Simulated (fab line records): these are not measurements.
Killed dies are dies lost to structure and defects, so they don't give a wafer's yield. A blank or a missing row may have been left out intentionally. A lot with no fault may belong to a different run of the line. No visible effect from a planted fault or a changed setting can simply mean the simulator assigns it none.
Problem report in the 8D (eight disciplines) form, filled by code ; flow sky130 ; the parts of the form that need people (team, actions taken, sign-off) are left out

## 1. THE PROBLEM
VIA3_W_RS at SKY_VIA3_RS_MEAS_22 reads a mean of 0.166 ohm/sq on 1 wafer of 1 lot; wafers without a fault read 0.294 ohm/sq with a standard deviation of 0.0047. Relative to the usual mean, that is a shift of -27 standard deviations.
The step: measures by four-point-probe.
The first sign was on wafer L602.3 at day 43 03:13, on film-metro-03. The record has a number at this step for 29 wafers belonging to 10 lots. Rule for "out" (also "out of limits"): further than 4 standard deviations from the usual mean. All remaining wafers that have a number are taken as sound.

## 2. WHAT THIS IS AND IS NOT
question;is;is not
which readings at this step;VIA3_W_RS;-
which lots;L602;L591, L592, L593, L594, L595, L604, L608, L609, L613
which wafers of those lots;L602.3;L602.4
read on which gauges;film-metro-03;film-metro-02, film-metro-04
when;from day 43 03:13;"up to then (16 sound wafers); but 12 sound wafers of L604, L608, L609, L613 came after"

## 3. THE SUSPECTS, EACH WITH WHAT RULES IT OUT
Counting: any tool at a process step up to the reading remains a suspect provided it ran every lot that is out. Sound lots after the first of them don't rule it out here, since some wafers of a struck lot are sound.
- the gauge at SKY_VIA3_RS_MEAS_22: ruled out. All the wafers that are out were read on film-metro-03, but those of them that SKY_VIA3_CMP_24 has rows for are out there too, on other tools.
- pvd-sputter-02 at SKY_VIA3_SPUTTER_20 (material TiN, target thk 20 nm, time 80 s): kept. The lot that is out, L602, ran on it at day 43 03:00; the last sound lot it ran before that was L592, at day 39 20:10.
- cvd-w-01 at SKY_VIA3_CVD_21 (deposits W, target thk 390 nm, time 117.31 s): kept. The lot that is out, L602, ran on it at day 43 03:06; the last sound lot it ran before that was L593, at day 41 09:15.
- Within cvd-w-01 at SKY_VIA3_CVD_21: the wafers that are out ran in chamber 0; their sound lot-mates ran in chamber 1.
After counting, pvd-sputter-02 at SKY_VIA3_SPUTTER_20 and cvd-w-01 at SKY_VIA3_CVD_21 remain.

## 4. THE CAUSE (what the simulator had put in)
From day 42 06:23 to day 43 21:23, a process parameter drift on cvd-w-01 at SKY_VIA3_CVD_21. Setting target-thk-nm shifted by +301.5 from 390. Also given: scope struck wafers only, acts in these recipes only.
Counting left 2 suspects, and this tool is among them.

## 5. THE CHAIN OF EFFECTS, in route order
Each row: a reading whose mean over the struck wafers that have a number lies more than 3 standard deviations from the usual. Only readings whose record carries a usual standard deviation are examined. hours: median over the lots of the time between each lot's start at the first step of this table that gives one and its start at this step. sigmas: the change, counted in usual standard deviations.
hours;step;reading;usual;on struck wafers;change;sigmas
0;SKY_VIA3_RS_MEAS_22;VIA3_W_RS;0.294 ohm/sq;0.166;-0.128;-27
0;SKY_VIA3_CMP_24;time-to-endpoint-s;96 s;168;+72;+21
It contains these process steps:
- SKY_VIA3_CMP_24: polishes, stops on SiO2, t overpolish 20 s, target thk 0 nm.
Readings that are blank on the struck wafers while sound wafers have them: VIA3_W_THK at SKY_VIA3_THK_MEAS_23.

## 6. WHAT WOULD HAVE CAUGHT IT SOONER
Counted from the fault's start at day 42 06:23, it took 21 hours until the first out-of-limits reading at a measuring or inspecting step in this record, taken at day 43 03:13.
An alarm limit of 4 standard deviations would not have fired on the tool readings at SKY_VIA3_CVD_21 for which the record gives a usual standard deviation, since none of them was out on any struck wafer.
All the lots that are out (1) had begun SKY_VIA3_CVD_21 on cvd-w-01 by day 43 03:13. None of them would have been spared by holding the tool at that moment.
